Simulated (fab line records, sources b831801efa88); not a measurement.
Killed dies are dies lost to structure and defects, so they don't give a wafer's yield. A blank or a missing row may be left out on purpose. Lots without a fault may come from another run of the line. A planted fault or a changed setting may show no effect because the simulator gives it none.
Which tool did it? | flow sky130 | 6 lots, 17 wafers sampled, at 1 step of a route of 708

WHAT THE GAUGES READ, wafer by wafer
SKY_SPACER_THK_MEAS_01.
lot  | measured     | on            | SPACER_CVD_00_THK (nm)
L280 | day 23 07:04 | film_metro-02 | 43.2 43.5 43.6
L281 | day 24 22:58 | film_metro-02 | 42.8 43.0 42.7
L287 | day 25 18:22 | film_metro-02 | 42.6 43.2 42.8
L291 | day 27 17:49 | film_metro-02 | 43.2 43.2 43.4
L294 | day 28 05:23 | film_metro-02 | 42.8 43.0
L302 | day 30 20:07 | film_metro-02 | 43.4 43.3 43.2

WHICH TOOL RAN EACH LOT (tool, then ch and the chambers of the sampled wafers, then the start)
The record holds no process step before these readings.

THE ANSWER, worked out from the rows above alone
Rule: what is usual is taken from the lots themselves. Put in order of their means at a reading, lots are off if they are a third of the lots or fewer, leave a main group of 4 or more, and stand apart from it by a gap of 3 or more times the standard deviation of the main group's means; of several such gaps the widest counts. A main group whose means are all the same, to the digits that the tables above print for the reading, isn't used. A lot without any number at a reading at which 4 lots or more have one is off too. The other lots that the step has rows for count as sound.
No lot is off at any reading shown: from this, nothing can be told.

WHAT THE SIMULATOR HAD PUT IN
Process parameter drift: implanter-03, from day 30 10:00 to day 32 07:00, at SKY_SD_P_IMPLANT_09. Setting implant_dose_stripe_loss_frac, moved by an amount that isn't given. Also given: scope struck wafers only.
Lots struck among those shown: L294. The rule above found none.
